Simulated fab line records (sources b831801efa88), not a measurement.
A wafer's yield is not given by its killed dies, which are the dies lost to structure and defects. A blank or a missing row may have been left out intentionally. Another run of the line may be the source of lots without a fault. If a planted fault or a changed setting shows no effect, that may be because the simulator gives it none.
Which tool is to blame? | flow gf180mcu | 6 lots, 17 wafers sampled, at 3 steps of a route of 602

== WHAT THE GAUGES READ, wafer by wafer ==
GF_M5_OVL_MEAS_08.
lot  | measured     | on         | M5_OVL (nm)
L624 | day 27 09:58 | overlay-01 | 6 0 2
L627 | day 28 04:23 | overlay-02 | 15 11 9
L632 | day 29 20:20 | overlay-01 | -3 -7 -5
L638 | day 31 10:43 | overlay-02 | 7 4
L639 | day 32 04:55 | overlay-02 | -5 -7 -10
L643 | day 32 11:31 | overlay-01 | 9 2 -1

== TOOL THAT RAN EACH LOT (tool first, then ch and the chambers of the sampled wafers, then the start) ==
lot  | GF_MIM_SPUTTER_00            | GF_MIM_SPUTTER_04
L624 | pvd-sputter-01, day 25 15:49 | pvd-sputter-01, day 25 16:00
L627 | pvd-sputter-03, day 26 11:14 | pvd-sputter-03, day 26 11:25
L632 | pvd-sputter-03, day 28 04:44 | pvd-sputter-03, day 28 04:55
L638 | pvd-sputter-02, day 29 21:25 | pvd-sputter-02, day 29 21:35
L639 | pvd-sputter-01, day 30 16:55 | pvd-sputter-01, day 30 17:06
L643 | pvd-sputter-03, day 30 23:46 | pvd-sputter-03, day 30 23:56
- GF_MIM_SPUTTER_00: material Ti, target thk 37.5 nm, time 150 s.
- GF_MIM_SPUTTER_04: material TiN, target thk 50 nm, time 41.7 s.

== THE ANSWER, worked out from the rows above alone ==
Rule: the lots themselves supply what counts as usual. Put in order of their means at a reading, lots are off if they are a third of the lots or fewer, leave a main group of 4 or more, and stand apart from it by a gap of 3 or more times the standard deviation of the main group's means; of several such gaps the widest counts. If all means in a main group match to the digits the tables above print for the reading, that group is not used. Also off: a lot with no number at a reading for which 4 or more lots have one. Any other lot the step has rows for is counted as sound.
No lot is off at any reading shown: from this, nothing can be told.

== WHAT THE SIMULATOR PUT IN ==
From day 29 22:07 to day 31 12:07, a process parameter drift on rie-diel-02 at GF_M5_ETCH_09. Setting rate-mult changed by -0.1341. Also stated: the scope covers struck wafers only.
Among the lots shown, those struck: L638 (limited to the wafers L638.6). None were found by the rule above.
